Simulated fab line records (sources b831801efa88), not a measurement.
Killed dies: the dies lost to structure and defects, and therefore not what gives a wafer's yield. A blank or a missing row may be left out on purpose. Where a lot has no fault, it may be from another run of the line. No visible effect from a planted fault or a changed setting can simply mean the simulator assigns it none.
Problem report, 8D (eight disciplines) form, completed by code    flow sky130    the parts of the form that need people (team, actions taken, sign-off) are left out

## 1. THE PROBLEM
spin_speed_rpm at SKY_PAD_OPEN_COAT_02 reads a mean of 2093.8 rpm on 6 wafers of 2 lots; wafers without a fault read 1999.8 rpm with a standard deviation of 1.2. That is +78 standard deviations from the usual mean.
The step: resist thk 3000 nm.
The first sign was on wafer L433.1 at day 50 02:34, on litho_track-02. The record holds 36 wafers of 12 lots with a number at this step. Rule for "out", or "out of limits": more than 4 standard deviations from the usual mean. The rest of the wafers with a number are treated as sound.

## 2. WHAT THIS IS AND IS NOT
question                     is                      is not
which readings at this step  spin_speed_rpm          exhaust_pa
which lots                   L433, L434              L414, L415, L416, L417, L421, L422, L423, L424, L425, L435
which wafers of those lots   all that have a number  -
read on which tools          litho_track-02          litho_track-01, litho_track-04
when                         from day 50 02:34       up to then (27 sound wafers); but 3 sound wafers of L435 came after

## 3. SUSPECTS, AND WHAT RULES EACH OUT
Counting: a tool at a process step up to the reading stays a suspect if it ran every lot that is out and no sound lot after the first of them.
- litho_track-02 at SKY_PAD_OPEN_COAT_02 (resist thk 3000 nm): kept. It processed each lot that is out, first L433 at day 50 02:34, and no sound lot thereafter; up to then, the last sound lot it processed was L423 at day 48 04:25. Out on those wafers are its own readings of spin_speed_rpm.
Left after counting: litho_track-02 at SKY_PAD_OPEN_COAT_02.

## 4. THE CAUSE (what the simulator had put in)
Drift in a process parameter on litho_track-02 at SKY_PAD_OPEN_COAT_02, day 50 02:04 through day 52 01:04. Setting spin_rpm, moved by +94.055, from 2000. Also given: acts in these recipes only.
This tool alone remained once counting was done.

## 5. THE EFFECT CHAIN, in route order
Rows list readings where the struck wafers' mean (over those with a number) sits beyond 3 standard deviations from the usual. Only readings whose record carries a usual standard deviation are examined. hours: median over the lots of the time between each lot's start at the first step of this table that gives one and its start at this step. sigmas: the change, counted in usual standard deviations.
hours  step                  reading         usual       on struck wafers  change  sigmas
0      SKY_PAD_OPEN_COAT_02  spin_speed_rpm  1999.8 rpm  2093.8            +94.0   +78
Its process steps:
- SKY_PAD_OPEN_COAT_02: resist thk 3000 nm.

## 6. HOW IT WOULD HAVE BEEN CAUGHT EARLIER
In this record the first reading out of limits was taken at day 50 02:34, 0 hours after the fault began at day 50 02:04.
